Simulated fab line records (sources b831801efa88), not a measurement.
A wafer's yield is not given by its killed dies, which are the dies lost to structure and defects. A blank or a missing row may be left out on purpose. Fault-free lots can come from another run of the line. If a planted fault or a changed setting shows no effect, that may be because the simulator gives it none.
The tool behind it: which one?    flow sky130    Sampling: 14 lots, 42 wafers, 4 of 708 route steps

WHAT THE GAUGES READ, wafer by wafer
SKY_SD_P_CD_MEAS_07: the cd target is 380 nm. Usual: cdNm 380.2 nm, standard deviation 2.6.
lot   measured      on        cdNm (nm)          flag
L765  day 26 06:01  cdSem-01  381.9 385.1 382.7  
L768  day 27 17:14  cdSem-01  381.5 380.5 381.0  
L769  day 27 22:17  cdSem-02  377.9 376.3 377.7  
L772  day 28 07:53  cdSem-01  378.8 374.9 375.6  
L770  day 28 10:28  cdSem-01  380.0 379.1 379.3  
L773  day 28 16:47  cdSem-02  383.9 383.8 384.2  
L775  day 29 16:40  cdSem-02  383.2 382.1 384.6  
L777  day 29 21:34  cdSem-02  374.8 377.2 376.6  
L778  day 30 08:22  cdSem-02  376.1 375.0 376.6  
L782  day 31 17:51  cdSem-02  384.2 385.3 383.3  
L783  day 32 01:21  cdSem-01  376.4 378.9 373.3  
L785  day 32 19:04  cdSem-01  380.8 379.1 379.1  
L786  day 33 00:55  cdSem-02  380.3 381.3 377.6  
L787  day 33 04:26  cdSem-02  377.8 379.0 377.2  

SKY_RES_XHIGH_TW_MEAS_09. Usual: RES_XHIGH_TW typically reads 1635, with standard deviation 15.
lot   measured      on            RES_XHIGH_TW    flag
L765  day 27 11:49  filmMetro-02  1648 1659 1661  
L768  day 28 21:59  filmMetro-04  1648 1642 1651  
L769  day 29 02:47  filmMetro-04  1623 1620 1624  
L772  day 29 11:32  filmMetro-01  1624 1617 1618  
L770  day 29 13:20  filmMetro-02  1650 1652 1639  
L773  day 29 18:44  filmMetro-02  1648 1644 1654  
L775  day 30 22:08  filmMetro-02  1647 1660 1647  
L777  day 31 02:19  filmMetro-04  1636 1632 1635  
L778  day 31 13:26  filmMetro-04  1638 1636 1638  
L782  day 32 21:56  filmMetro-02  1644 1645 1642  
L783  day 33 04:23  filmMetro-04  1637 1641 1638  
L785  day 33 22:02  filmMetro-01  1621 1615 1617  
L786  day 34 03:37  filmMetro-04  1642 1633 1635  
L787  day 34 06:53  filmMetro-01  1613 1620 1623  

SKY_SD_N_OVL_MEAS_08. Usual: SD_N_OVL typically reads 0.0 nm, with standard deviation 1.2.
lot   measured      on          SD_N_OVL (nm)   flag
L765  day 28 16:44  overlay-01  -0.6 1.1 0.0    
L768  day 30 01:57  overlay-01  0.4 0.0 0.7     
L769  day 30 06:09  overlay-01  2.5 2.5 0.1     
L772  day 30 16:28  overlay-01  -1.2 -0.3 -2.5  
L770  day 30 18:00  overlay-01  1.3 2.1 2.4     
L773  day 30 23:39  overlay-02  -0.4 1.2 -1.4   
L775  day 32 02:06  overlay-01  -0.9 -1.5 -0.1  
L777  day 32 05:48  overlay-02  -0.4 -0.8 -1.4  
L778  day 32 16:22  overlay-02  -0.1 -1.0 -0.2  
L782  day 34 00:19  overlay-01  -1.7 -0.2 0.5   
L783  day 34 06:40  overlay-02  -0.1 1.7 -0.5   
L785  day 35 00:48  overlay-02  - - -           OFF
L786  day 35 06:32  overlay-02  - - -           OFF
L787  day 35 08:50  overlay-01  1.0 1.4 -0.9    

EACH LOT AND THE TOOL THAT RAN IT (in order: tool; ch and the chambers of the sampled wafers; start)
lot   SKY_SD_N_EXPOSE_04
L765  ilineStepper-01 ch 0, day 28 02:47
L768  ilineStepper-01 ch 0, day 29 11:16
L769  ilineStepper-02 ch 0, day 29 16:02
L772  ilineStepper-02 ch 0, day 30 02:27
L770  ilineStepper-02 ch 0, day 30 03:57
L773  ilineStepper-01 ch 0, day 30 09:19
L775  ilineStepper-02 ch 0, day 31 11:59
L777  ilineStepper-02 ch 0, day 31 16:17
L778  ilineStepper-01 ch 0, day 32 03:05
L782  ilineStepper-02 ch 0, day 33 11:22
L783  ilineStepper-01 ch 0, day 33 17:19
L785  ilineStepper-01, day 34 11:38
L786  ilineStepper-02, day 34 17:41
L787  ilineStepper-02 ch 0, day 34 20:17
- SKY_SD_N_EXPOSE_04: exposes mask NSDM, target cd 380 nm.

WHAT THE TOOLS THEMSELVES READ (means of the sampled wafers that have a number; where no wafer has one, the mark that the record gives instead)
SKY_SD_N_EXPOSE_04. Usual: exposureDoseMJCm2 141.6, standard deviation 0.75; focusOffsetNm 0.0 nm, standard deviation 0.57.
lot   tool             exposureDoseMJCm2  focusOffsetNm (nm)  flag
L765  ilineStepper-01  142.2              -0.2                
L768  ilineStepper-01  142.4              0.2                 
L769  ilineStepper-02  140.9              0.5                 
L772  ilineStepper-02  141.0              -0.4                
L770  ilineStepper-02  140.9              -0.3                
L773  ilineStepper-01  142.3              -0.8                
L775  ilineStepper-02  140.9              0.6                 
L777  ilineStepper-02  140.8              0.0                 
L778  ilineStepper-01  142.3              -0.7                
L782  ilineStepper-02  140.6              -0.3                
L783  ilineStepper-01  142.4              -0.5                
L785  ilineStepper-01  -                  -                   OFF
L786  ilineStepper-02  -                  -                   OFF
L787  ilineStepper-02  140.9              -0.2                

THE ANSWER, worked out from the rows above alone
Rule: take the mean of a lot's wafers that have a number; if it is more than 3 standard deviations from the usual mean, the lot is off. Also off: a lot with no number at a reading for which 4 or more lots have one. Where the step has rows for the other lots, those lots are counted as sound. After the gauges, taken in route order, come the tools' own readings; for these a lot's mean is taken, as printed above. The first step at which some lot is off is used, and at that step the reading that is off furthest; a lot without a number counts as furthest.
Off: L785, L786, at SKY_SD_N_OVL_MEAS_08 (SD_N_OVL). Without a number there: L785, L786.
A tool fits if, at a process step before that reading, it ran every lot that is off, and no sound lot after the first of them. Not tried: the gauges at SKY_SD_N_OVL_MEAS_08; whatever is off there is also off at SKY_SD_N_EXPOSE_04, on other tools, and gauge error can't account for it. Of those tried, none fits.

WHAT HAD BEEN PUT IN BY THE SIMULATOR
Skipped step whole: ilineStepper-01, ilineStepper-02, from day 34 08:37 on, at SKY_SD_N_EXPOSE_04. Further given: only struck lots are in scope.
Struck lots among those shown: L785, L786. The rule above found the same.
